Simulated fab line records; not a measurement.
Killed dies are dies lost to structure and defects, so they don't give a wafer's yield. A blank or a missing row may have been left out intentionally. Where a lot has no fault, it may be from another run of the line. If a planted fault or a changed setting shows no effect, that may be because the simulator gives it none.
fab line records    flow gf180mcu
[record] lots = 24  wafers = 72  last-day = 34
route steps=602 shown V1@359 V2@404 V3@432 M4@466 TOP_METAL@572
lots untouched by any fault: they come from a run of this same line in which no faults occurred
start-h: hours from the record's first day to the start of the lot's first wafer shown    wait-h: hours from the lot's prior step to this one    " unchanged from the row above    L1.1+2: a row that stands for several wafers    - value missing, or start not given    * or withheld: withheld    < > ~ a bound
route shown NAME@n: a module of which the file shows steps, and the number in the route of the first    usual: mean/standard deviation taken from wafers without a fault    same: alike in all rows    chamber/n: place in a boat    sites: readings site by site    _std_site: standard deviation across them    _edge_site: mean of outer sites minus mean of inner sites    radius-mm: how far each site lies from the wafer's centre    mask NAME#n: copy n    behind: tool/chamber where the wafer was last shaped    hold: why the lot went on hold/how many hours it stayed there/how the hold came to an end    device: names the non-switching transistor (n, p or np)    end of line: the tests these same wafers got at the end of their route    a step given without rows: its recipe and nothing more    killed: count of dies lost to structure and defects at first sort (not the wafer's yield)    map: dies across one wafer; x = killed, . = not, _ = none there
set.NAME: the run value of the setting; set.NAME@STEP: its run value at that earlier step    model.NAME: the simulator's own value behind a step, which no gauge read
a sample of lots followed through the steps of the route, with each step as a table and each wafer as a row
services: the hour from which a tool's chamber was out of use, counted from the record's first day as start-h (under 0 if before that day), plus the number of hours and why
[[steps]]
[step GF_V1_RS_MEAS_24]
[recipe] thk-meas-gauge = four-point-probe  reads = W_of_V1_CVD_23+TiN_of_V1_SPUTTER_22+Ti_of_V1_SPUTTER_21
[usual] V1_W_RS = 0.330/0.0043
lot.wafer  tool           chamber  start-h  wait-h  V1_W_RS[ohm/sq]
L074.1     film-metro-01  -        411.86   0.1     0.325
L074.3     "              -        "        "       0.330
L074.4     "              -        "        "       0.329
L075.1     film-metro-02  -        417.74   0.1     0.331
L075.3     "              -        "        "       0.329
L075.5     "              -        "        "       0.326
L076.1     film-metro-01  -        423.67   0.1     0.332
L076.2     "              -        "        "       0.326
L076.3     "              -        "        "       0.330
L077.1     film-metro-01  -        443.18   0.1     0.326
L077.5     "              -        "        "       0.326
L077.6     "              -        "        "       0.331
L078.2     film-metro-02  -        450.53   0.1     0.331
L078.3     "              -        "        "       0.331
L078.5     "              -        "        "       0.333
L079.2     film-metro-01  -        453.47   0.1     0.323
L079.3     "              -        "        "       0.326
L079.4     "              -        "        "       0.329
L080.1     film-metro-02  -        468.17   0.1     0.323
L080.3     "              -        "        "       0.321
L080.6     "              -        "        "       0.323
L081.2     film-metro-02  -        479.50   0.1     0.321
L081.4     "              -        "        "       0.333
L081.6     "              -        "        "       0.321
L082.2     film-metro-01  -        484.08   0.1     0.323
L082.3     "              -        "        "       0.330
L082.6     "              -        "        "       0.324
L083.2     film-metro-02  -        495.16   0.1     0.331
L083.4     "              -        "        "       0.332
L083.6     "              -        "        "       0.328
L084.3     film-metro-01  -        503.65   0.1     0.329
L084.4     "              -        "        "       0.330
L084.5     "              -        "        "       0.334
L085.1     film-metro-02  -        511.00   0.1     0.330
L085.5     "              -        "        "       0.323
L085.6     "              -        "        "       0.332
L086.2     film-metro-01  -        519.39   0.1     0.331
L086.4     "              -        "        "       0.326
L086.5     "              -        "        "       0.333
L087.2     film-metro-01  -        528.41   0.1     0.333
L087.3     "              -        "        "       0.330
L087.5     "              -        "        "       0.331
L088.1     film-metro-02  -        534.62   0.1     0.331
L088.4     "              -        "        "       0.327
L088.6     "              -        "        "       0.328
L089.4     film-metro-03  -        548.80   0.1     0.327
L089.5     "              -        "        "       0.329
L089.6     "              -        "        "       0.330
L090.1     film-metro-01  -        550.88   0.2     0.332
L090.5     "              -        "        "       0.330
L090.6     "              -        "        "       0.333
L091.1     film-metro-01  -        556.78   0.1     0.331
L091.2     "              -        "        "       0.331
L091.5     "              -        "        "       0.332
L092.1     film-metro-02  -        566.14   0.1     0.334
L092.2     "              -        "        "       0.334
L092.4     "              -        "        "       0.330
L093.3     film-metro-01  -        575.12   0.1     0.328
L093.4     "              -        "        "       0.318
L093.5     "              -        "        "       0.316
L094.3     film-metro-03  -        584.87   0.2     0.337
L094.4     "              -        "        "       0.335
L094.5     "              -        "        "       0.335
L095.2     film-metro-01  -        589.30   0.2     0.332
L095.4     "              -        "        "       0.336
L095.6     "              -        "        "       0.334
L096.1     film-metro-02  -        599.05   0.1     0.336
L096.2     "              -        "        "       0.334
L096.6     "              -        "        "       0.331
L097.2     film-metro-02  -        608.19   0.1     0.325
L097.4     "              -        "        "       0.320
L097.5     "              -        "        "       0.327
[step GF_V2_SPUTTER_22]
[recipe] material = TiN  target-thk-nm = 10  chamber-pressure-pa = 5  power-w = 4000  time-s = 40
[usual] throttle-valve-pct = 29.6/1.1
lot.wafer  tool            chamber  start-h  wait-h  throttle-valve-pct
L074.1     pvd-sputter-02  -        462.32   0.0     29.3
L074.3     "               -        "        "       28.2
L074.4     "               -        "        "       29.8
L075.1     pvd-sputter-01  -        469.80   0.0     29.7
L075.3     "               -        "        "       32.4
L075.5     "               -        "        "       29.6
L076.1     pvd-sputter-02  -        475.51   0.0     29.0
L076.2     "               -        "        "       28.7
L076.3     "               -        "        "       28.3
L077.1     pvd-sputter-01  -        494.35   0.0     29.8
L077.5     "               -        "        "       32.0
L077.6     "               -        "        "       30.0
L078.2     pvd-sputter-01  -        500.68   0.0     32.2
L078.3     "               -        "        "       30.0
L078.5     "               -        "        "       29.7
L079.2     pvd-sputter-02  -        504.76   0.0     28.3
L079.3     "               -        "        "       29.7
L079.4     "               -        "        "       28.7
L080.1     pvd-sputter-01  -        518.98   0.0     29.7
L080.3     "               -        "        "       32.3
L080.6     "               -        "        "       32.1
L081.2     pvd-sputter-01  -        529.88   0.0     29.8
L081.4     "               -        "        "       29.9
L081.6     "               -        "        "       29.7
L082.2     pvd-sputter-04  -        533.10   0.0     29.6
L082.3     "               -        "        "       30.3
L082.6     "               -        "        "       29.7
L083.2     pvd-sputter-02  -        545.63   0.0     29.6
L083.4     "               -        "        "       28.2
L083.6     "               -        "        "       28.6
L084.3     pvd-sputter-04  -        552.25   0.0     29.5
L084.4     "               -        "        "       29.3
L084.5     "               -        "        "       30.0
L085.1     pvd-sputter-02  -        558.52   0.0     29.5
L085.5     "               -        "        "       29.7
L085.6     "               -        "        "       28.6
L086.2     pvd-sputter-04  -        566.35   0.0     30.1
L086.4     "               -        "        "       29.3
L086.5     "               -        "        "       30.2
L087.2     pvd-sputter-02  -        575.89   0.0     29.6
L087.3     "               -        "        "       29.2
L087.5     "               -        "        "       29.2
L088.1     pvd-sputter-01  -        581.98   0.0     29.9
L088.4     "               -        "        "       29.7
L088.6     "               -        "        "       29.7
L089.4     pvd-sputter-02  -        594.84   0.0     28.0
L089.5     "               -        "        "       28.8
L089.6     "               -        "        "       28.9
L090.1     pvd-sputter-01  -        596.89   0.0     29.5
L090.5     "               -        "        "       32.1
L090.6     "               -        "        "       29.5
L091.1     pvd-sputter-01  -        602.37   0.0     29.5
L091.2     "               -        "        "       29.9
L091.5     "               -        "        "       29.7
L092.1     pvd-sputter-02  -        611.33   0.0     28.1
L092.2     "               -        "        "       29.1
L092.4     "               -        "        "       30.0
L093.3     pvd-sputter-04  -        620.74   0.0     29.8
L093.4     "               -        "        "       29.1
L093.5     "               -        "        "       30.1
L094.3     pvd-sputter-02  -        629.28   0.0     28.7
L094.4     "               -        "        "       28.8
L094.5     "               -        "        "       27.8
L095.2     pvd-sputter-02  -        634.19   0.0     28.6
L095.4     "               -        "        "       28.0
L095.6     "               -        "        "       29.2
L096.1     pvd-sputter-02  -        643.33   0.0     28.1
L096.2     "               -        "        "       28.9
L096.6     "               -        "        "       28.6
L097.2     pvd-sputter-04  -        651.93   0.0     29.8
L097.4     "               -        "        "       30.2
L097.5     "               -        "        "       30.0
[step GF_V3_THK_MEAS_03]
[recipe] reads = SiO2_of_V3_CVD_02
[usual] V3_CVD_02_THK = 848/11
lot.wafer  tool           chamber  start-h  wait-h  V3_CVD_02_THK[nm]
L074.1     film-metro-02  -        488.13   0.0     833
L074.3     "              -        "        "       834
L074.4     "              -        "        "       863
L075.1     film-metro-02  -        495.47   0.0     845
L075.3     "              -        "        "       822
L075.5     "              -        "        "       848
L076.1     film-metro-01  -        501.89   0.0     842
L076.2     "              -        "        "       836
L076.3     "              -        "        "       845
L077.1     film-metro-01  -        519.31   0.1     855
L077.5     "              -        "        "       853
L077.6     "              -        "        "       868
L078.2     film-metro-02  -        525.86   0.0     839
L078.3     "              -        "        "       837
L078.5     "              -        "        "       837
L079.2     film-metro-01  -        529.09   0.0     831
L079.3     "              -        "        "       835
L079.4     "              -        "        "       844
L080.1     film-metro-03  -        543.78   0.0     846
L080.3     "              -        "        "       850
L080.6     "              -        "        "       859
L081.2     film-metro-02  -        554.91   0.0     837
L081.4     "              -        "        "       849
L081.6     "              -        "        "       849
L082.2     film-metro-01  -        557.24   0.0     861
L082.3     "              -        "        "       848
L082.6     "              -        "        "       873
L083.2     film-metro-03  -        569.79   0.0     839
L083.4     "              -        "        "       853
L083.6     "              -        "        "       862
L084.3     film-metro-02  -        576.81   0.1     841
L084.4     "              -        "        "       840
L084.5     "              -        "        "       857
L085.1     film-metro-02  -        582.39   0.0     845
L085.5     "              -        "        "       850
L085.6     "              -        "        "       872
L086.2     film-metro-01  -        589.76   0.0     839
L086.4     "              -        "        "       854
L086.5     "              -        "        "       858
L087.2     film-metro-01  -        599.25   0.0     831
L087.3     "              -        "        "       849
L087.5     "              -        "        "       866
L088.1     film-metro-03  -        604.24   0.1     840
L088.4     "              -        "        "       841
L088.6     "              -        "        "       849
L089.4     film-metro-02  -        617.14   0.0     854
L089.5     "              -        "        "       866
L089.6     "              -        "        "       844
L090.1     film-metro-03  -        619.70   0.1     835
L090.5     "              -        "        "       849
L090.6     "              -        "        "       854
L091.1     film-metro-02  -        624.56   0.0     851
L091.2     "              -        "        "       858
L091.5     "              -        "        "       859
L092.1     film-metro-02  -        632.83   0.0     854
L092.2     "              -        "        "       820
L092.4     "              -        "        "       859
L093.3     film-metro-03  -        642.41   0.1     821
L093.4     "              -        "        "       853
L093.5     "              -        "        "       839
L094.3     film-metro-03  -        650.07   0.1     835
L094.4     "              -        "        "       858
L094.5     "              -        "        "       857
L095.2     film-metro-01  -        656.33   0.1     838
L095.4     "              -        "        "       844
L095.6     "              -        "        "       853
L096.1     film-metro-01  -        664.54   0.0     831
L096.2     "              -        "        "       826
L096.6     "              -        "        "       839
L097.2     film-metro-02  -        672.45   0.0     843
L097.4     "              -        "        "       852
L097.5     "              -        "        "       856
[step GF_V3_THK_MEAS_25]
[recipe] thk-meas-gauge = xrf  reads = W_of_V3_CVD_23
[usual] V3_W_THK = 364/7.5
lot.wafer  tool           chamber  start-h  wait-h  V3_W_THK[nm]
L074.1     film-metro-01  -        513.29   0.1     357
L074.3     "              -        "        "       362
L074.4     "              -        "        "       370
L075.1     film-metro-01  -        520.66   0.1     368
L075.3     "              -        "        "       370
L075.5     "              -        "        "       369
L076.1     film-metro-01  -        526.95   0.1     361
L076.2     "              -        "        "       357
L076.3     "              -        "        "       360
L077.1     film-metro-01  -        543.69   0.1     351
L077.5     "              -        "        "       366
L077.6     "              -        "        "       353
L078.2     film-metro-01  -        550.11   0.1     346
L078.3     "              -        "        "       348
L078.5     "              -        "        "       346
L079.2     film-metro-01  -        553.78   0.1     368
L079.3     "              -        "        "       368
L079.4     "              -        "        "       359
L080.1     film-metro-01  -        567.88   0.1     371
L080.3     "              -        "        "       367
L080.6     "              -        "        "       374
L081.2     film-metro-03  -        577.75   0.1     372
L081.4     "              -        "        "       365
L081.6     "              -        "        "       371
L082.2     film-metro-01  -        581.10   0.1     372
L082.3     "              -        "        "       372
L082.6     "              -        "        "       370
L083.2     film-metro-01  -        592.63   0.1     366
L083.4     "              -        "        "       357
L083.6     "              -        "        "       354
L084.3     film-metro-03  -        599.63   0.1     356
L084.4     "              -        "        "       368
L084.5     "              -        "        "       355
L085.1     film-metro-02  -        605.34   0.1     364
L085.5     "              -        "        "       365
L085.6     "              -        "        "       354
L086.2     film-metro-03  -        612.70   0.1     356
L086.4     "              -        "        "       354
L086.5     "              -        "        "       359
L087.2     film-metro-01  -        621.53   0.1     373
L087.3     "              -        "        "       360
L087.5     "              -        "        "       360
L088.1     film-metro-03  -        626.18   0.1     379
L088.4     "              -        "        "       365
L088.6     "              -        "        "       371
L089.4     film-metro-03  -        639.43   0.1     374
L089.5     "              -        "        "       362
L089.6     "              -        "        "       376
L090.1     film-metro-03  -        641.30   0.1     357
L090.5     "              -        "        "       370
L090.6     "              -        "        "       362
L091.1     film-metro-03  -        646.58   0.1     354
L091.2     "              -        "        "       369
L091.5     "              -        "        "       372
L092.1     film-metro-02  -        654.14   0.1     354
L092.2     "              -        "        "       369
L092.4     "              -        "        "       368
L093.3     film-metro-01  -        663.67   0.1     355
L093.4     "              -        "        "       372
L093.5     "              -        "        "       372
L094.3     film-metro-01  -        671.22   0.1     359
L094.4     "              -        "        "       373
L094.5     "              -        "        "       357
L095.2     film-metro-01  -        677.14   0.1     371
L095.4     "              -        "        "       353
L095.6     "              -        "        "       373
L096.1     film-metro-03  -        685.42   0.1     358
L096.2     "              -        "        "       365
L096.6     "              -        "        "       357
L097.2     film-metro-01  -        693.34   0.1     369
L097.4     "              -        "        "       371
L097.5     "              -        "        "       357
[step GF_M4_SOFTBAKE_10]
[recipe] temp-c = 130  time-s = 62.92  resist = KrF
[usual] plate-sensor-t-centre-C = 131.01/0.01  plate-sensor-t-edge-C = 131.21/0.01
lot.wafer  tool            chamber  start-h  wait-h  plate-sensor-t-centre-C  plate-sensor-t-edge-C
L074.1     litho-track-01  0        525.50   0.1     131.02                   131.22
L074.3     "               0        "        "       131                      131.2
L074.4     "               0        "        "       131.04                   131.21
L075.1     litho-track-03  0        532.47   0.1     131.03                   131.22
L075.3     "               0        "        "       131                      131.21
L075.5     "               0        "        "       131.01                   131.21
L076.1     litho-track-01  0        538.85   0.1     130.99                   131.2
L076.2     "               0        "        "       131.01                   131.2
L076.3     "               0        "        "       131.02                   131.24
L077.1     litho-track-02  0        555.27   0.1     131.03                   131.2
L077.5     "               0        "        "       131                      131.21
L077.6     "               0        "        "       131.02                   131.2
L078.2     litho-track-01  0        561.22   0.1     131.02                   131.19
L078.3     "               0        "        "       131.01                   131.21
L078.5     "               0        "        "       131.02                   131.2
L079.2     litho-track-01  0        565.32   0.1     131.02                   131.2
L079.3     "               0        "        "       131.01                   131.21
L079.4     "               0        "        "       131.01                   131.2
L080.1     litho-track-01  0        578.85   0.1     131.01                   131.23
L080.3     "               0        "        "       131                      131.21
L080.6     "               0        "        "       131                      131.21
L081.2     litho-track-02  0        589.24   0.1     131.03                   131.23
L081.4     "               0        "        "       131.02                   131.2
L081.6     "               0        "        "       131.01                   131.21
L082.2     litho-track-02  0        592.29   0.1     131.02                   131.2
L082.3     "               0        "        "       131.02                   131.23
L082.6     "               0        "        "       130.99                   131.21
L083.2     litho-track-01  0        603.72   0.1     131.02                   131.21
L083.4     "               0        "        "       131.03                   131.19
L083.6     "               0        "        "       131                      131.21
L084.3     litho-track-01  0        610.95   0.1     131.01                   131.19
L084.4     "               0        "        "       131.01                   131.2
L084.5     "               0        "        "       131.01                   131.2
L085.1     litho-track-03  0        615.92   0.1     130.99                   131.21
L085.5     "               0        "        "       131                      131.21
L085.6     "               0        "        "       131.01                   131.21
L086.2     litho-track-03  0        623.40   0.1     131.02                   131.21
L086.4     "               0        "        "       131.01                   131.21
L086.5     "               0        "        "       131.01                   131.21
L087.2     litho-track-02  0        632.24   0.1     131.03                   131.23
L087.3     "               0        "        "       131.01                   131.2
L087.5     "               0        "        "       131.02                   131.21
L088.1     litho-track-01  0        637.30   0.1     131.01                   131.21
L088.4     "               0        "        "       131.01                   131.22
L088.6     "               0        "        "       131.01                   131.22
L089.4     litho-track-01  0        649.32   0.1     131                      131.19
L089.5     "               0        "        "       131.02                   131.21
L089.6     "               0        "        "       131.01                   131.21
L090.1     litho-track-03  0        651.82   0.1     130.99                   131.2
L090.5     "               0        "        "       131.02                   131.22
L090.6     "               0        "        "       131                      131.19
L091.1     litho-track-03  0        657.07   0.1     131.01                   131.2
L091.2     "               0        "        "       131.01                   131.22
L091.5     "               0        "        "       130.99                   131.21
L092.1     litho-track-01  0        664.30   0.1     131.03                   131.23
L092.2     "               0        "        "       131.02                   131.21
L092.4     "               0        "        "       131                      131.21
L093.3     litho-track-02  0        673.96   0.1     131.01                   131.2
L093.4     "               0        "        "       131.01                   131.21
L093.5     "               0        "        "       131.03                   131.21
L094.3     litho-track-01  0        681.50   0.1     131                      131.18
L094.4     "               0        "        "       131.03                   131.21
L094.5     "               0        "        "       131                      131.22
L095.2     litho-track-02  0        686.69   0.1     131.01                   131.22
L095.4     "               0        "        "       131.01                   131.2
L095.6     "               0        "        "       131                      131.22
L096.1     litho-track-01  0        695.50   0.1     131.02                   131.2
L096.2     "               0        "        "       131.02                   131.2
L096.6     "               0        "        "       131.01                   131.2
L097.2     litho-track-01  0        703.27   0.1     131.01                   131.21
L097.4     "               0        "        "       131.02                   131.2
L097.5     "               0        "        "       131.02                   131.21
[step GF_TOP_METAL_RS_MEAS_05]
[recipe] thk-meas-gauge = four-point-probe  reads = TiN_of_TOP_METAL_SPUTTER_04+Ti_of_TOP_METAL_SPUTTER_03+AlCu_of_TOP_METAL_SPUTTER_02+TiN_of_TOP_METAL_SPUTTER_01+Ti_of_TOP_METAL_SPUTTER_00
[usual] TOP_METAL_ALCU_RS = 0.0326/0.00038
lot.wafer  tool           chamber  start-h  wait-h  TOP_METAL_ALCU_RS[ohm/sq]
L074.1     film-metro-04  -        629.10   0.0     0.0323
L074.3     "              -        "        "       0.0326
L074.4     "              -        "        "       0.0325
L075.1     film-metro-04  -        636.37   0.0     0.0331
L075.3     "              -        "        "       0.0326
L075.5     "              -        "        "       0.0329
L076.1     film-metro-04  -        641.37   0.0     0.0327
L076.2     "              -        "        "       0.0326
L076.3     "              -        "        "       0.0327
L077.1     film-metro-04  -        656.21   0.0     0.0326
L077.5     "              -        "        "       0.0324
L077.6     "              -        "        "       0.0326
L078.2     film-metro-01  -        661.05   0.0     0.0326
L078.3     "              -        "        "       0.0329
L078.5     "              -        "        "       0.0322
L079.2     film-metro-02  -        664.29   0.0     0.0328
L079.3     "              -        "        "       0.0334
L079.4     "              -        "        "       0.0331
L080.1     film-metro-04  -        678.14   0.0     0.0321
L080.3     "              -        "        "       0.0326
L080.6     "              -        "        "       0.0326
L081.2     film-metro-01  -        686.50   0.0     0.0318
L081.4     "              -        "        "       0.0319
L081.6     "              -        "        "       0.0322
L082.2     film-metro-01  -        689.08   0.0     0.0335
L082.3     "              -        "        "       0.0330
L082.6     "              -        "        "       0.0329
L083.2     film-metro-01  -        700.14   0.0     0.0323
L083.4     "              -        "        "       0.0328
L083.6     "              -        "        "       0.0325
L084.3     film-metro-02  -        706.12   0.1     0.0325
L084.4     "              -        "        "       0.0325
L084.5     "              -        "        "       0.0327
L085.1     film-metro-02  -        710.05   0.0     0.0327
L085.5     "              -        "        "       0.0321
L085.6     "              -        "        "       0.0325
L086.2     film-metro-02  -        716.25   0.0     0.0325
L086.4     "              -        "        "       0.0330
L086.5     "              -        "        "       0.0326
L087.2     film-metro-04  -        724.88   0.0     0.0332
L087.3     "              -        "        "       0.0331
L087.5     "              -        "        "       0.0330
L088.1     film-metro-01  -        729.63   0.0     0.0330
L088.4     "              -        "        "       0.0327
L088.6     "              -        "        "       0.0328
L089.4     film-metro-04  -        739.32   0.1     0.0328
L089.5     "              -        "        "       0.0333
L089.6     "              -        "        "       0.0332
L090.1     film-metro-02  -        742.08   0.0     0.0328
L090.5     "              -        "        "       0.0323
L090.6     "              -        "        "       0.0327
L091.1     film-metro-01  -        746.09   0.0     0.0324
L091.2     "              -        "        "       0.0321
L091.5     "              -        "        "       0.0321
L092.1     film-metro-02  -        751.42   0.0     0.0323
L092.2     "              -        "        "       0.0318
L092.4     "              -        "        "       0.0323
L093.3     film-metro-02  -        761.00   0.1     0.0325
L093.4     "              -        "        "       0.0321
L093.5     "              -        "        "       0.0326
L094.3     film-metro-01  -        766.35   0.1     0.0324
L094.4     "              -        "        "       0.0323
L094.5     "              -        "        "       0.0322
L095.2     film-metro-02  -        772.60   0.0     0.0323
L095.4     "              -        "        "       0.0326
L095.6     "              -        "        "       0.0326
L096.1     film-metro-04  -        779.87   0.0     0.0328
L096.2     "              -        "        "       0.0322
L096.6     "              -        "        "       0.0331
L097.2     film-metro-04  -        786.31   0.0     0.0332
L097.4     "              -        "        "       0.0334
L097.5     "              -        "        "       0.0330
[[services]]
tool            chamber  start-h  hours  kind
pvd-sputter-02  -        491.67   2.4    repair
pvd-sputter-04  -        493.46   2.8    repair
pvd-sputter-04  0        544.27   -      consumable-replace:kit
pvd-sputter-04  0        544.27   18.0   scheduled-down
pvd-sputter-04  0        544.27   18.0   vent-cycle
pvd-sputter-04  -        554.87   3.7    repair
pvd-sputter-01  -        614.00   0.5    repair
pvd-sputter-04  -        624.07   1.3    repair
pvd-sputter-02  3        631.63   -      consumable-replace:kit
pvd-sputter-02  3        631.63   18.0   scheduled-down
pvd-sputter-02  3        631.63   18.0   vent-cycle
pvd-sputter-02  -        651.18   3.3    repair
pvd-sputter-04  3        675.45   -      consumable-replace:kit
pvd-sputter-04  3        675.45   18.0   scheduled-down
pvd-sputter-04  3        675.45   18.0   vent-cycle
[[key]]
fault none
